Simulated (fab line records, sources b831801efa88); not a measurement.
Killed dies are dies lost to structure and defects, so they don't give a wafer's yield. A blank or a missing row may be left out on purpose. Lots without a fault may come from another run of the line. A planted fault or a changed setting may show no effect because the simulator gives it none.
Which tool did it? | flow sky130 | 11 lots, 33 wafers sampled, at 4 steps of a route of 708

WHAT THE GAUGES READ, wafer by wafer
The record holds no reading of a measuring or inspecting step that can be judged against a usual standard deviation.

WHICH TOOL RAN EACH LOT (tool, then ch and the chambers of the sampled wafers, then the start)
lot  | SKY_CAPM_SPUTTER_02          | SKY_METAL4_ETCH_16                | SKY_VIA4_ETCH_12                   | SKY_METAL5_COAT_09
L570 | pvd_sputter-02, day 36 11:10 | rie_metal-01 ch 0,1, day 41 19:35 | rie_diel-01 ch 2,3, day 42 20:14   | litho_track-04 ch 0, day 43 09:26
L572 | pvd_sputter-03, day 36 20:24 | rie_metal-02 ch 1, day 42 03:19   | rie_diel-03 ch 2, day 43 04:15     | litho_track-03 ch 0, day 43 17:04
L571 | pvd_sputter-02, day 37 00:07 | rie_metal-03 ch 1, day 42 06:47   | rie_diel-02 ch 0,1,2, day 43 06:53 | litho_track-04 ch 0, day 43 19:04
L575 | pvd_sputter-03, day 38 09:21 | rie_metal-03 ch 1, day 43 13:23   | rie_diel-03 ch 1,2,3, day 44 12:26 | litho_track-02 ch 0, day 45 00:55
L576 | pvd_sputter-03, day 38 18:59 | rie_metal-01 ch 0,1, day 43 22:44 | rie_diel-01 ch 1,2,3, day 44 21:57 | litho_track-03 ch 0, day 45 10:16
L577 | pvd_sputter-03, day 38 23:21 | rie_metal-02 ch 0,1, day 44 02:32 | rie_diel-03 ch 1,2, day 45 01:50   | litho_track-04 ch 0, day 45 13:38
L578 | pvd_sputter-03, day 39 07:09 | rie_metal-03 ch 1, day 44 09:34   | rie_diel-03 ch 0,2,3, day 45 08:38 | litho_track-03 ch 0, day 45 19:56
L582 | pvd_sputter-01, day 40 04:19 | rie_metal-03 ch 0,1, day 45 03:45 | rie_diel-03 ch 0,2, day 46 01:59   | litho_track-04 ch 0, day 46 13:44
L587 | pvd_sputter-01, day 41 13:49 | rie_metal-01 ch 0, day 46 08:41   | rie_diel-02 ch 0,2,3, day 47 06:23 | litho_track-03 ch 0, day 47 17:49
L589 | pvd_sputter-02, day 41 23:25 | rie_metal-01 ch 0,1, day 46 17:44 | rie_diel-03 ch 0,1,3, day 47 15:21 | litho_track-03 ch 0, day 48 03:35
L593 | pvd_sputter-03, day 43 13:36 | rie_metal-03 ch 0,1, day 48 04:18 | rie_diel-01 ch 1,2, day 49 00:29   | litho_track-04 ch 0, day 49 09:49
- SKY_CAPM_SPUTTER_02: material TiN, target thk 200 nm, time 166.7 s.
- SKY_METAL4_ETCH_16: etches BARC in N2/H2, stops on SiO2, time 88.2 s, target depth 60 nm.
- SKY_VIA4_ETCH_12: etches SiO2 in C4F8/O2/Ar, stops on TiN, target depth 580 nm.
- SKY_METAL5_COAT_09: resist thk 1800 nm.

WHAT THE TOOLS THEMSELVES READ (means of the sampled wafers that have a number; where no wafer has one, the mark that the record gives instead)
SKY_CAPM_SPUTTER_02. Usual: chamber_pressure_pa 0.3999 Pa, standard deviation 0.00076; susceptor_temp_C 300.01 C, standard deviation 0.19; throttle_valve_pct 29.8 %, standard deviation 0.87.
lot  | tool           | chamber_pressure_pa (Pa) | susceptor_temp_C (C) | throttle_valve_pct (%) | flag
L570 | pvd_sputter-02 | 0.4003                   | 299.83               | 30.5                   |
L572 | pvd_sputter-03 | 0.4003                   | 299.87               | 29.2                   |
L571 | pvd_sputter-02 | 0.3990                   | 299.94               | 30.0                   |
L575 | pvd_sputter-03 | 0.3999                   | 300.01               | 29.4                   |
L576 | pvd_sputter-03 | 0.4004                   | 300.01               | 29.3                   |
L577 | pvd_sputter-03 | 0.3997                   | 300.13               | 29.5                   |
L578 | pvd_sputter-03 | 0.4007                   | 300.09               | 29.2                   |
L582 | pvd_sputter-01 | 0.3993                   | 299.88               | 30.1                   |
L587 | pvd_sputter-01 | 0.4002                   | 300.11               | 29.1                   |
L589 | pvd_sputter-02 | 0.3998                   | 300.06               | 30.4                   |
L593 | pvd_sputter-03 | 0.3993                   | 299.88               | 29.1                   |

SKY_METAL4_ETCH_16. Usual: bias_w 100.01 W, standard deviation 0.3; drypump_motor_current_A 5.7 A, standard deviation 0.5; oes_product_au 0.626 a.u., standard deviation 0.0042; throttle_valve_pct 13.204 %, standard deviation 0.0097.
lot  | tool         | bias_w (W) | drypump_motor_current_A (A) | oes_product_au (a.u.) | throttle_valve_pct (%) | flag
L570 | rie_metal-01 | 99.92      | 5.3                         | 0.628                 | 13.198                 |
L572 | rie_metal-02 | 99.83      | 6.4                         | 0.619                 | 13.207                 |
L571 | rie_metal-03 | 99.91      | 5.7                         | 0.626                 | 13.212                 |
L575 | rie_metal-03 | 99.93      | 5.7                         | 0.626                 | 13.200                 |
L576 | rie_metal-01 | 99.98      | 5.2                         | 0.624                 | 13.198                 |
L577 | rie_metal-02 | 99.89      | 6.4                         | 0.631                 | 13.206                 |
L578 | rie_metal-03 | 100.54     | 5.7                         | 0.628                 | 13.206                 |
L582 | rie_metal-03 | 99.82      | 5.3                         | 0.626                 | 13.201                 |
L587 | rie_metal-01 | 100.40     | 5.4                         | 0.625                 | 13.202                 |
L589 | rie_metal-01 | 100.19     | 5.3                         | 0.630                 | 13.208                 |
L593 | rie_metal-03 | 100.03     | 5.5                         | 0.628                 | 13.202                 |

SKY_VIA4_ETCH_12. Usual: bias_w 1201 W, standard deviation 3.7; oes_product_au 0.925 a.u., standard deviation 0.0047.
lot  | tool        | bias_w (W) | oes_product_au (a.u.) | flag
L570 | rie_diel-01 | 1198       | 0.930                 |
L572 | rie_diel-03 | 1198       | 0.924                 |
L571 | rie_diel-02 | 1198       | 0.921                 |
L575 | rie_diel-03 | 1196       | 0.926                 |
L576 | rie_diel-01 | 1203       | 0.923                 |
L577 | rie_diel-03 | 1202       | 0.925                 |
L578 | rie_diel-03 | 1200       | 0.925                 |
L582 | rie_diel-03 | 1201       | 0.921                 |
L587 | rie_diel-02 | 1202       | 0.928                 |
L589 | rie_diel-03 | 1200       | 0.924                 |
L593 | rie_diel-01 | 1197       | 0.924                 |

SKY_METAL5_COAT_09. Usual: spin_speed_rpm 3000.1 rpm, standard deviation 2.1.
lot  | tool           | spin_speed_rpm (rpm) | flag
L570 | litho_track-04 | 3000.4               |
L572 | litho_track-03 | 2998.5               |
L571 | litho_track-04 | 2999.4               |
L575 | litho_track-02 | 3000.4               |
L576 | litho_track-03 | 3000.6               |
L577 | litho_track-04 | 2999.1               |
L578 | litho_track-03 | 3000.4               |
L582 | litho_track-04 | 3002.7               |
L587 | litho_track-03 | 2944.9               | OFF
L589 | litho_track-03 | 2944.7               | OFF
L593 | litho_track-04 | 2998.9               |

THE ANSWER, worked out from the rows above alone
Rule: a lot is off if the mean of its wafers that have a number lies more than 3 standard deviations from the usual mean. A lot without any number at a reading at which 4 lots or more have one is off too. The other lots that the step has rows for count as sound. The gauges are gone through in route order, then the tools' own readings, and for those a lot's mean is taken as printed above. The first step at which some lot is off is used, and at that step the reading that is off furthest; a lot without a number counts as furthest.
Off: L587, L589, at SKY_METAL5_COAT_09 (spin_speed_rpm).
A tool fits if, at that step or a process step before it, it ran every lot that is off, and no sound lot after the first of them. Can't be told from this: 2 tools fit, rie_metal-01 at SKY_METAL4_ETCH_16, litho_track-03 at SKY_METAL5_COAT_09.

WHAT THE SIMULATOR HAD PUT IN
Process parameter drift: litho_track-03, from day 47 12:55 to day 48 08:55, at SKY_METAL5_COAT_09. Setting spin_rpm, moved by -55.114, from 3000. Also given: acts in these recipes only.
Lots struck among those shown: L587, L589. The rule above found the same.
